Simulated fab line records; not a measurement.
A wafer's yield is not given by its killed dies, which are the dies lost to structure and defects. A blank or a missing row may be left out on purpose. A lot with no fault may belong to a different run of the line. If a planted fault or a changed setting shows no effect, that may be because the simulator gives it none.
Problem report, 8D (eight disciplines) form, completed by code | flow sky130 | the parts of the form that need people (team, actions taken, sign-off) are left out

## 1. WHAT WENT WRONG
LDD_P_TW at SKY_LDD_P_TW_MEAS_11 reads a mean of 730 on 6 wafers of 2 lots; wafers without a fault read 633 with a standard deviation of 7.4. That puts it +13 standard deviations away from the usual mean.
The first sign was on wafer L549.2 at day 25 01:03, on film metro-03. Wafers with a number at this step in the record: 36, from 12 lots. Rule for "out", or "out of limits": more than 4 standard deviations from the usual mean. The other wafers with a number count as sound.

## 2. WHAT IT IS AND WHAT IT IS NOT
question                    | is                           | is not
which readings at this step | LDD_P_TW                     | -
which lots                  | L548, L549                   | L533, L534, L535, L539, L540, L541, L547, L554, L555, L556
which wafers of those lots  | all that have a number       | -
read on which gauges        | film metro-02, film metro-03 | film metro-01
when                        | from day 25 01:03            | up to then (21 sound wafers); but 9 sound wafers of L554, L555, L556 came after

## 3. THE SUSPECTS, EACH WITH WHAT RULES IT OUT
Counting: any tool at a process step up to the reading is kept as a suspect provided that every lot that is out went through it and no sound lot did after the first of them.
- the gauge at SKY_LDD_P_TW_MEAS_11: ruled out. 2 gauges (film metro-02, film metro-03) read the wafers that are out.
- implanter-02 at SKY_LDD_P_IMPLANT_09: kept. It processed each lot that is out, first L549 at day 25 00:49, and no sound lot thereafter; up to then, the last sound lot it processed was L541 at day 23 01:56. Its own readings are out on those wafers: dose ions cm2, faraday current uA.
The count leaves implanter-02 at SKY_LDD_P_IMPLANT_09.

## 4. THE CAUSE (what the simulator had put in)
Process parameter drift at SKY_LDD_P_IMPLANT_09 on implanter-02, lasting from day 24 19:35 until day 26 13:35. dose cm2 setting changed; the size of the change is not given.
Counting left only this tool.

## 5. SEQUENCE OF EFFECTS, ordered by route
Rows list readings where the struck wafers' mean (over those with a number) sits beyond 3 standard deviations from the usual. Scope: only readings with a usual standard deviation given in the record; hours: median across lots of the time from each lot's start at the first step in this table that gives one to its start at this step; sigmas: change in usual standard deviations.
hours | step                 | reading            | usual      | on struck wafers | change      | sigmas
0     | SKY_LDD_P_IMPLANT_09 | dose ions cm2      | 1.0001e+13 | 1.5426e+13       | +5.4248e+12 | +99 or more
0     | SKY_LDD_P_IMPLANT_09 | faraday current uA | 56.6       | 87.0             | +30.4       | +28
0     | SKY_LDD_P_TW_MEAS_11 | LDD_P_TW           | 633        | 730              | +97         | +13
Here are the process steps it includes:
- SKY_LDD_P_IMPLANT_09

## 6. HOW IT WOULD HAVE BEEN CAUGHT EARLIER
The first out-of-limits reading at a measuring or inspecting step in this record came at day 25 01:03, 5 hours after the fault's start at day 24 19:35.
The tool's own readings at SKY_LDD_P_IMPLANT_09 were out on every struck wafer that the step has a row for (dose ions cm2, faraday current uA): an alarm limit on them would have fired on the first of those.
Of the lots that are out (2), L548 began SKY_LDD_P_IMPLANT_09 on implanter-02 after day 25 01:03. Putting the tool on hold at that point would have spared it.
